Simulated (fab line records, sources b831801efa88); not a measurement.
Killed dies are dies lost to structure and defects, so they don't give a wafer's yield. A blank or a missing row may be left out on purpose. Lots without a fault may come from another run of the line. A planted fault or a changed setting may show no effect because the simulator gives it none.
fab line records | flow sky130
record lots=6 wafers=18 last_day=50
route steps=708 shown LDD_N@253 LDD_P@255 LDD_HVN@267 LDD_HVP@278
lots that met no fault: from a run of the same line without faults
start_h: hours from the record's first day to the start of the lot's first wafer shown | wait_h: hours since the lot's step before | " the same as in the row above | L1.1+2: a row that stands for several wafers | - no value, or no start given | * or withheld: withheld | < > ~ a bound
route shown NAME@n: a module of which the file shows steps, and the number in the route of the first | usual: mean/standard deviation of fault-free wafers | same: alike in all rows | chamber/n: place in a boat | sites: the reading at each site | _std_site: their standard deviation | _edge_site: outer sites' mean less inner sites' | radius_mm: how far each site lies from the wafer's centre | mask NAME#n: copy n | behind: the tool/chamber that last shaped the wafer | hold: why the lot was held/for how many hours/how that ended | device: the transistor (n, p or np) that didn't switch | end of line: the same wafers' tests at the end of the route | a step without rows: its recipe alone | killed: dies lost to structure and defects at the first sort, not the wafer's yield | map: a wafer's dies, x killed, . not, _ none there
set.NAME: the setting as run; set.NAME@STEP: as run at that earlier step | model.NAME: the simulator's own value behind a step, which no gauge read
lots at some steps of the route; a table a step, a row a wafer
services: from which hour (start_h, from the record's first day; less than 0 if before it) a tool's chamber was out of use, for how many hours, and why
## steps
# step SKY_LDD_N_STRIP_16
# recipe chemistry=O2/N2 power_w=1400 pressure_mtorr=1500 platen_temp_c=withheld o2_flow_sccm=3000 n2_flow_sccm=300 overash_fraction=0.5
# usual chamber_pressure_mTorr=1500.1/1.4 drypump_motor_current_A=5.96/0.27 oes_product_au=0.406/0.0044 strip_time_to_endpoint_s=4.312/0.017
# columns lot.wafer tool chamber start_h wait_h chamber_pressure_mTorr drypump_motor_current_A oes_product_au rf_hours_counter_h strip_time_to_endpoint_s
L549.1 plasma_asher-02 0 518.18 0.1 1499.0 5.85 0.409 84 4.320
L549.2 " 1 " " 1501.4 6.25 0.403 84 4.316
L549.5 " 0 " " 1501.7 5.83 0.397 - 4.326
L553.1 plasma_asher-04 1 549.62 0.1 1499.0 6.12 0.403 43 4.328
L553.2 " 0 " " 1500.0 5.59 0.411 43 4.338
L553.6 " 0 " " 1501.4 5.57 0.399 - 4.309
L554.3 plasma_asher-02 1 552.32 0.1 1500.6 6.27 0.413 - 4.320
L554.5 " 1 " " 1501.2 6.25 0.397 - 4.323
L554.6 " 0 " " 1499.3 5.85 0.407 - 4.324
L558.2 plasma_asher-04 0 599.52 0.1 1497.8 5.56 0.407 48 4.288
L558.4 " 0 " " 1502.6 5.53 0.408 - 4.277
L558.5 " 1 " " 1499.6 6.11 0.411 - 4.289
L559.1 plasma_asher-02 1 607.07 0.1 1500.6 6.25 0.405 93 4.312
L559.4 " 1 " " 1502.5 6.25 0.405 - 4.297
L559.5 " 0 " " 1499.4 5.84 0.405 - 4.307
L560.3 plasma_asher-02 1 613.67 0.1 1501.4 6.24 0.409 - 4.312
L560.5 " 1 " " 1499.3 6.25 0.406 - 4.312
L560.6 " 0 " " 1501.1 5.93 0.408 - 4.302
# step SKY_LDD_N_TW_MEAS_17
# usual LDD_N_TW=2605/15
# columns lot.wafer tool chamber start_h wait_h LDD_N_TW
L549.1 film_metro-03 - 518.28 0.1 2605
L549.2 " - " " 2610
L549.5 " - " " 2595
L553.1 film_metro-03 - 549.72 0.1 2609
L553.2 " - " " 2600
L553.6 " - " " 2606
L554.3 film_metro-04 - 552.41 0.1 2575
L554.5 " - " " 2582
L554.6 " - " " 2580
L558.2 film_metro-03 - 599.63 0.1 2607
L558.4 " - " " 2603
L558.5 " - " " 2614
L559.1 film_metro-03 - 607.17 0.1 2620
L559.4 " - " " 2592
L559.5 " - " " 2603
L560.3 film_metro-01 - 613.76 0.1 2610
L560.5 " - " " 2615
L560.6 " - " " 2603
# step SKY_LDD_P_DEHYDRATE_00
# recipe temp_c=200 time_s=60
# step SKY_LDD_P_HMDS_01
# recipe prime_time_s=60 prime_temp_c=120
# step SKY_LDD_P_COAT_02
# recipe resist=NOVOLAK spin_rpm=3000 resist_thk_nm=1140
# step SKY_LDD_P_SOFTBAKE_03
# recipe temp_c=90 time_s=60 resist=NOVOLAK
# step SKY_LDD_P_EXPOSE_04
# recipe mask_id=PSDM na=0.6 source_shape=conventional sigma_outer=0.6 polarization=unpolarized target_cd_nm=380 dose_mj=138
# step SKY_LDD_P_PEB_05
# recipe temp_c=withheld time_s=* resist=NOVOLAK
# step SKY_LDD_P_DEVELOP_06
# recipe resist=NOVOLAK developer=TMAH develop_time_s=60 dev_temp_c=23
# step SKY_LDD_P_CD_MEAS_07
# recipe target_cd_nm=380
# usual cd_nm=379.9/2
# columns lot.wafer tool chamber start_h wait_h cd_nm
L549.1 cd_sem-01 - 548.68 0.1 378.7
L549.2 " - " " 380.4
L549.5 " - " " 378.1
L553.1 cd_sem-02 - 579.58 0.1 376.5
L553.2 " - " " 374.8
L553.6 " - " " 377.6
L554.3 cd_sem-02 - 581.72 0.1 379.9
L554.5 " - " " 384.3
L554.6 " - " " 381.5
L558.2 cd_sem-02 - 628.05 0.1 376.6
L558.4 " - " " 375.9
L558.5 " - " " 378.3
L559.1 cd_sem-01 - 636.39 0.1 377.9
L559.4 " - " " 379.4
L559.5 " - " " 378.3
L560.3 cd_sem-02 - 642.58 0.1 379.0
L560.5 " - " " 381.7
L560.6 " - " " 378.2
# step SKY_LDD_P_OVL_MEAS_08
# usual LDD_P_OVL=0.8/1.1
# columns lot.wafer tool chamber start_h wait_h LDD_P_OVL[nm]
L549.1 overlay-01 - 548.80 0.1 0.2
L549.2 " - " " 1.0
L549.5 " - " " -0.1
L553.1 overlay-01 - 579.70 0.1 -0.6
L553.2 " - " " 2.4
L553.6 " - " " 0.7
L554.3 overlay-01 - 581.81 0.1 0.8
L554.5 " - " " -0.1
L554.6 " - " " 0.1
L558.2 overlay-01 - 628.16 0.1 2.7
L558.4 " - " " 1.5
L558.5 " - " " 1.8
L559.1 overlay-01 - 636.51 0.1 -0.4
L559.4 " - " " 0.4
L559.5 " - " " 1.6
L560.3 overlay-01 - 642.67 0.1 0.1
L560.5 " - " " -0.1
L560.6 " - " " -0.4
# step SKY_LDD_P_IMPLANT_09
# recipe species=BF2 energy_kev=25 dose_cm2=1e+13 tilt_deg=withheld
# step SKY_LDD_P_STRIP_10
# recipe chemistry=O2/N2 power_w=1400 pressure_mtorr=1500 platen_temp_c=withheld o2_flow_sccm=3000 n2_flow_sccm=300 overash_fraction=0.5
# usual chamber_pressure_mTorr=1500.0/1.3 drypump_motor_current_A=5.91/0.25 oes_product_au=0.716/0.0042 strip_time_to_endpoint_s=14.18/0.034
# columns lot.wafer tool chamber start_h wait_h chamber_pressure_mTorr drypump_motor_current_A oes_product_au rf_hours_counter_h strip_time_to_endpoint_s model.NOVOLAK_of_LDD_P_COAT_02.thk_nm
L549.1 plasma_asher-01 0 548.99 0.1 1499.1 5.60 0.714 71 14.13 0
L549.2 " 1 " " 1498.3 5.89 0.717 71 14.14 0
L549.5 " 1 " " 1501.8 5.87 0.714 - 14.13 0
L553.1 plasma_asher-04 1 579.89 0.1 - - - - - 1145
L553.2 " 0 " " - - - - - 1144
L553.6 " 0 " " - - - - - 1143
L554.3 plasma_asher-02 0 582.02 0.1 - - - - - 1142
L554.5 " 1 " " - - - - - 1138
L554.6 " 0 " " - - - - - 1138
L558.2 plasma_asher-02 0 628.34 0.1 1499.9 5.91 0.713 96 14.20 0
L558.4 " 1 " " 1499.4 6.27 0.718 - 14.20 0
L558.5 " 0 " " 1500.2 5.91 0.723 - 14.19 0
L559.1 plasma_asher-04 1 636.70 0.1 1499.3 6.10 0.716 51 14.16 0
L559.4 " 0 " " 1501.5 5.58 0.720 - 14.20 0
L559.5 " 1 " " 1499.9 6.09 0.714 - 14.18 0
L560.3 plasma_asher-02 1 642.88 0.1 1500.7 6.29 0.722 - 14.15 0
L560.5 " 0 " " 1499.2 5.86 0.716 - 14.17 0
L560.6 " 1 " " 1499.8 6.27 0.723 - 14.14 0
# step SKY_LDD_P_TW_MEAS_11
# usual LDD_P_TW=640/3.4
# columns lot.wafer tool chamber start_h wait_h LDD_P_TW
L549.1 film_metro-01 - 549.09 0.1 645
L549.2 " - " " 647
L549.5 " - " " 646
L553.1 film_metro-02 - 579.99 0.1 641
L553.2 " - " " 642
L553.6 " - " " 639
L554.3 film_metro-01 - 582.11 0.1 643
L554.5 " - " " 641
L554.6 " - " " 636
L558.2 film_metro-01 - 628.45 0.1 643
L558.4 " - " " 639
L558.5 " - " " 641
L559.1 film_metro-01 - 636.80 0.1 645
L559.4 " - " " 643
L559.5 " - " " 641
L560.3 film_metro-01 - 642.97 0.1 645
L560.5 " - " " 643
L560.6 " - " " 643
# step SKY_LDD_HVN_DEHYDRATE_00
# recipe temp_c=200 time_s=60
# step SKY_LDD_HVN_HMDS_01
# recipe prime_time_s=60 prime_temp_c=120
# step SKY_LDD_HVN_COAT_02
# recipe resist=NOVOLAK spin_rpm=3000 resist_thk_nm=300
# step SKY_LDD_HVN_SOFTBAKE_03
# recipe temp_c=90 time_s=60 resist=NOVOLAK
# step SKY_LDD_HVN_EXPOSE_04
# recipe mask_id=HVNTM na=0.6 source_shape=conventional sigma_outer=0.6 polarization=unpolarized target_cd_nm=700 dose_mj=127
# step SKY_LDD_HVN_PEB_05
# recipe temp_c=withheld time_s=* resist=NOVOLAK
# step SKY_LDD_HVN_DEVELOP_06
# recipe resist=NOVOLAK developer=TMAH develop_time_s=60 dev_temp_c=23
# step SKY_LDD_HVN_OVL_MEAS_07
# usual LDD_HVN_OVL=-0.7/1.3
# columns lot.wafer tool chamber start_h wait_h LDD_HVN_OVL[nm]
L549.1 overlay-01 - 578.43 0.1 -0.3
L549.2 " - " " -0.9
L549.5 " - " " -1.0
L553.1 overlay-02 - 609.88 0.1 -0.1
L553.2 " - " " -1.1
L553.6 " - " " -2.2
L554.3 overlay-01 - 611.92 0.1 -1.7
L554.5 " - " " 1.3
L554.6 " - " " -1.1
L558.2 overlay-02 - 656.99 0.1 -1.0
L558.4 " - " " -1.5
L558.5 " - " " -0.5
L559.1 overlay-02 - 664.95 0.1 -0.8
L559.4 " - " " -0.4
L559.5 " - " " -0.9
L560.3 overlay-01 - 671.69 0.1 -1.7
L560.5 " - " " -2.5
L560.6 " - " " -2.2
# step SKY_LDD_HVN_IMPLANT_08
# recipe species=P energy_kev=60 dose_cm2=3e+13 tilt_deg=40
# step SKY_LDD_HVN_STRIP_09
# recipe chemistry=O2/N2 power_w=1400 pressure_mtorr=1500 platen_temp_c=withheld o2_flow_sccm=3000 n2_flow_sccm=300 overash_fraction=0.5
# usual chamber_pressure_mTorr=1500.1/1.3 drypump_motor_current_A=5.82/0.28 oes_product_au=0.408/0.005 strip_time_to_endpoint_s=4.134/0.014
# columns lot.wafer tool chamber start_h wait_h chamber_pressure_mTorr drypump_motor_current_A oes_product_au rf_hours_counter_h strip_time_to_endpoint_s
L549.1 plasma_asher-02 0 578.62 0.1 1502.0 5.78 0.399 91 4.146
L549.2 " 1 " " 1501.9 6.26 0.408 91 4.140
L549.5 " 1 " " 1500.0 6.26 0.400 - 4.135
L553.1 plasma_asher-03 0 610.08 0.1 1501.2 6.11 0.712 17 21.819
L553.2 " 1 " " 1499.5 5.44 0.719 17 21.821
L553.6 " 0 " " 1501.5 6.10 0.722 - 21.787
L554.3 plasma_asher-03 1 612.12 0.1 1501.4 5.43 0.715 - 21.777
L554.5 " 0 " " 1502.1 6.10 0.722 - 21.725
L554.6 " 1 " " 1500.3 5.44 0.718 - 21.709
L558.2 plasma_asher-03 1 657.17 0.1 1500.8 5.45 0.408 22 4.117
L558.4 " 1 " " 1500.3 5.43 0.401 - 4.104
L558.5 " 1 " " 1501.2 5.45 0.415 - 4.107
L559.1 plasma_asher-01 0 665.14 0.1 1499.6 5.60 0.409 82 4.158
L559.4 " 1 " " 1500.5 5.88 0.409 - 4.137
L559.5 " 0 " " 1499.9 5.60 0.404 - 4.140
L560.3 plasma_asher-01 1 671.90 0.1 1499.7 5.85 0.405 - 4.097
L560.5 " 1 " " 1500.7 5.83 0.404 - 4.134
L560.6 " 0 " " 1499.5 5.60 0.409 - 4.117
# step SKY_LDD_HVN_TW_MEAS_10
# usual LDD_HVN_TW=1448/7.3
# columns lot.wafer tool chamber start_h wait_h LDD_HVN_TW
L549.1 film_metro-02 - 578.72 0.1 1452
L549.2 " - " " 1444
L549.5 " - " " 1443
L553.1 film_metro-04 - 610.18 0.1 30
L553.2 " - " " 30
L553.6 " - " " 30
L554.3 film_metro-02 - 612.21 0.1 30
L554.5 " - " " 30
L554.6 " - " " 30
L558.2 film_metro-02 - 657.28 0.1 1454
L558.4 " - " " 1456
L558.5 " - " " 1459
L559.1 film_metro-03 - 665.24 0.1 1457
L559.4 " - " " 1440
L559.5 " - " " 1452
L560.3 film_metro-03 - 671.99 0.1 1443
L560.5 " - " " 1461
L560.6 " - " " 1458
# step SKY_LDD_HVP_DEHYDRATE_00
# recipe temp_c=200 time_s=60
## services
# columns tool chamber start_h hours kind
plasma_asher-03 - 509.29 15.6 pm
plasma_asher-01 - 562.90 8.4 repair
plasma_asher-04 - 585.32 3.2 repair
plasma_asher-01 - 614.51 1.1 repair
plasma_asher-04 - 651.72 14.6 pm
## key
first_sign step=SKY_LDD_P_STRIP_10 reading=tool_record direction=missing
effect step=SKY_LDD_HVN_STRIP_09 reading=strip_time_to_endpoint_s direction=up sigmas=99+ usual=* struck=*
effect step=SKY_LDD_HVN_TW_MEAS_10 reading=LDD_HVN_TW direction=down sigmas=99+ usual=1448 struck=30
model_effect step=SKY_LDD_P_STRIP_10 value=NOVOLAK_of_LDD_P_COAT_02.thk_nm without=0 struck=1142
met_at SKY_LDD_P_STRIP_10
struck_wafers L553.1,L553.2,L553.6,L554.3,L554.5,L554.6
sort_left_out L553.1,L553.2,L553.6,L554.3,L554.5,L554.6
tester_left_out L553,L554
fault kind=skipped_step_whole tool=plasma_asher-02,plasma_asher-04 chamber=- onset_h=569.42 steps=SKY_LDD_P_STRIP_10 scope=struck_lots_only
# tester_left_out: of these lots the tester's yield and bins aren't shown, on N5 and GAA mostly nor the transistor test; their killed dies are dies lost to structure and defects alone, not to doping, threshold or leakage, so they don't give the yield
# sort_left_out: the simulated sort isn't trusted on such a fault, so these wafers' sort isn't shown, and their yield isn't known
